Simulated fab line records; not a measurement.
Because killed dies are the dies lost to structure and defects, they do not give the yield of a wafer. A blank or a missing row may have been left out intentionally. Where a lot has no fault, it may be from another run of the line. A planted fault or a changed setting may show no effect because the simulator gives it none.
The same fault as seen by 2 desks | flow sky130 | each desk holds nothing but its own numbers, with what lay behind them at the end

== THE METROLOGY DESK ==
What the gauges read, lot by lot, whatever tool the lot ran on: means of the sampled wafers that have a number. If a lot's mean is further than 4 standard deviations from the usual mean, the lot is out of limits and carries the mark OUT (the distance appears in the brackets).
Columns: A = VIA3_W_RS at SKY_VIA3_RS_MEAS_22, usual 0.296 ohm/sq
lot  | first seen here | A
L224 | day 40 08:53    | 0.296
L226 | day 40 13:47    | 0.298
L229 | day 41 05:48    | 0.293
L231 | day 41 17:50    | 0.296
L232 | day 42 00:41    | 0.293
L234 | day 42 18:22    | 0.293
L235 | day 43 03:17    | 0.298
L237 | day 43 09:31    | 0.297
L238 | day 43 15:26    | 0.296
L239 | day 43 21:17    | 0.299
L244 | day 45 08:22    | 0.295
L246 | day 45 16:50    | 0.291
This desk found nothing out of limits on any of the 12 lots.

== FOR THE TOOL OWNER'S DESK: cmp-01 ==
The tool's own readings at SKY_VIA3_CMP_24 (polishes, stops on SiO2, t overpolish 20 s, target thk 0 nm): means of the sampled wafers that have a number, for each lot that ran on this tool. If a lot's mean is further than 4 standard deviations from the usual mean, the lot is out of limits and carries the mark OUT (the distance appears in the brackets).
Columns: A = head_pressure_psi at SKY_VIA3_CMP_24, usual 3.500 psi; B = motor_current_A at SKY_VIA3_CMP_24, usual 11.1 A; C = overpolish_run_s at SKY_VIA3_CMP_24, usual 20.000 s; D = time_to_endpoint_s at SKY_VIA3_CMP_24, usual 94 s
lot  | first seen here | A     | B    | C                        | D
L224 | day 40 09:07    | 3.503 | 11.2 | 20.003                   | 98
L226 | day 40 13:58    | 3.504 | 12.1 | 20.010                   | 98
L229 | day 41 05:56    | 3.487 | 11.7 | 19.996                   | 108
L231 | day 41 18:02    | 3.496 | 10.3 | 20.007                   | 90
L234 | day 42 18:31    | 3.493 | 9.8  | 19.991                   | 93
L235 | day 43 03:28    | 3.502 | 11.0 | 19.998                   | 95
L237 | day 43 09:46    | 3.493 | 11.7 | 20.006                   | 99
L238 | day 43 15:35    | 3.506 | 10.3 | 19.997                   | 99
L239 | day 43 21:30    | 3.499 | 11.6 | 22.389 (+99 or more) OUT | 93
Finding of this desk: L239 out of limits; the first was L239 at day 43 21:30, on overpolish_run_s at SKY_VIA3_CMP_24. L224, L226, L229, L231, L234, L235, L237, L238: within limits.

== ALL TOGETHER ==
At day 43 21:30, on L239, the tool owner's desk was in a position to raise an alarm.
Nothing out of limits was seen by the metrology desk.
The metrology desk holds a record of L239, inside its limits.
All the named lots went through SKY_VIA3_CMP_24 on cmp-01.

== WHAT THE SIMULATOR HAD PUT IN ==
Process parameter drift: cmp-01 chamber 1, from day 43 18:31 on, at SKY_VIA3_CMP_24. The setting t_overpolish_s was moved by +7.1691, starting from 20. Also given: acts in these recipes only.
Lots struck among those shown: L239.
Delay in hours, fault start to first out-of-limits reading, by desk: the tool owner's desk at 3.
